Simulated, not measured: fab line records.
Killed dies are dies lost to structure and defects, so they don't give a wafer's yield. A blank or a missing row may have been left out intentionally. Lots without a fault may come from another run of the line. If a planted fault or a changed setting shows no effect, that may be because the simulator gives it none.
Which of the tools did it? + flow sky130 + Sampling: 11 lots, 33 wafers, 3 of 708 route steps

## WHAT EACH GAUGE READ, for each wafer
SKY_LI_CONTACT_THK_MEAS_01.
| lot  | measured     | on           | LI_CONTACT_HDPCVD_THK (nm) |
|------|--------------|--------------|----------------------------|
| L862 | day 27 23:19 | filmMetro-02 | 930 928 936                |
| L863 | day 28 06:13 | filmMetro-03 | 926 918 931                |
| L864 | day 28 20:49 | filmMetro-02 | 942 931 928                |
| L869 | day 30 10:43 | filmMetro-01 | 923 939 924                |
| L870 | day 30 23:33 | filmMetro-01 | 935 953 942                |
| L874 | day 32 13:28 | filmMetro-01 | 952 1114 937               |
| L877 | day 33 04:57 | filmMetro-03 | 925 1088 919               |
| L881 | day 34 11:11 | filmMetro-03 | 926 937 936                |
| L883 | day 35 00:07 | filmMetro-03 | 934 933 939                |
| L884 | day 35 03:16 | filmMetro-02 | 957 944 951                |
| L885 | day 35 17:43 | filmMetro-03 | 948 954 945                |

## TOOL THAT RAN EACH LOT (tool first, then ch and the chambers of the sampled wafers, then the start)
| lot  | SKY_POLY_CUT_ETCH_10              | SKY_LI_CONTACT_HDPCVD_00         |
|------|-----------------------------------|----------------------------------|
| L862 | rieDiel-02 ch 1,2, day 24 04:08   | hdpcvd-02 ch 1,2, day 27 23:12   |
| L863 | rieDiel-02 ch 0,1,2, day 24 12:05 | hdpcvd-01 ch 0,1, day 28 06:07   |
| L864 | rieDiel-02 ch 1,2, day 25 05:23   | hdpcvd-02 ch 0,1,2, day 28 20:43 |
| L869 | rieDiel-03 ch 0,2,3, day 26 19:08 | hdpcvd-02 ch 0,1, day 30 10:37   |
| L870 | rieDiel-02 ch 0,1, day 27 09:20   | hdpcvd-02 ch 1,2, day 30 23:27   |
| L874 | rieDiel-01 ch 2,3, day 29 01:20   | hdpcvd-02 ch 0,1,2, day 32 13:22 |
| L877 | rieDiel-01 ch 0,1,2, day 29 17:45 | hdpcvd-02 ch 0,1,2, day 33 04:51 |
| L881 | rieDiel-01 ch 1,2, day 31 01:47   | hdpcvd-01 ch 0,1,2, day 34 11:04 |
| L883 | rieDiel-01 ch 0,1, day 31 15:48   | hdpcvd-01 ch 0,1,2, day 35 00:00 |
| L884 | rieDiel-03 ch 0,2,3, day 31 18:48 | hdpcvd-01 ch 0,1, day 35 03:09   |
| L885 | rieDiel-01 ch 0,1,2, day 32 07:59 | hdpcvd-01 ch 0,2, day 35 17:36   |
- SKY_POLY_CUT_ETCH_10: etches BARC in N2/H2, stops on SiO2, time 45.9 s, target depth 60 nm.
- SKY_LI_CONTACT_HDPCVD_00: deposits PSG, target thk 930 nm, time 155 s.

## THE ANSWER, worked out from the rows above alone
Rule: the usual values come from the lots themselves. The widest of any qualifying gaps counts: lots, ordered by their means at a reading, are off when they make up no more than a third of the lots, leave a main group of 4 or more, and stand apart from it by 3 or more times the standard deviation of that group's means. Not used: any main group whose means are identical at the precision the tables above print for the reading. A lot without any number at a reading at which 4 lots or more have one is off too. All remaining lots with rows at the step are treated as sound.
Off: at SKY_LI_CONTACT_THK_MEAS_01 (LI_CONTACT_HDPCVD_THK), L874, L877. Main group: mean 937 nm, sd 8.5.
If a tool, at a process step before that reading, ran all the lots that are off and no sound lot after the first of them, it fits. The gauges at SKY_LI_CONTACT_THK_MEAS_01 are tried like those tools. One candidate fits, namely hdpcvd-02 at SKY_LI_CONTACT_HDPCVD_00. A fault onset in the window from L870 (day 30 23:27, its last sound lot) to L874 (day 32 13:22, its first lot off) fits.

## WHAT THE SIMULATOR PUT IN
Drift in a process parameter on hdpcvd-02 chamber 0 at SKY_LI_CONTACT_HDPCVD_00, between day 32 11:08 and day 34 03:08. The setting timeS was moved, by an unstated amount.
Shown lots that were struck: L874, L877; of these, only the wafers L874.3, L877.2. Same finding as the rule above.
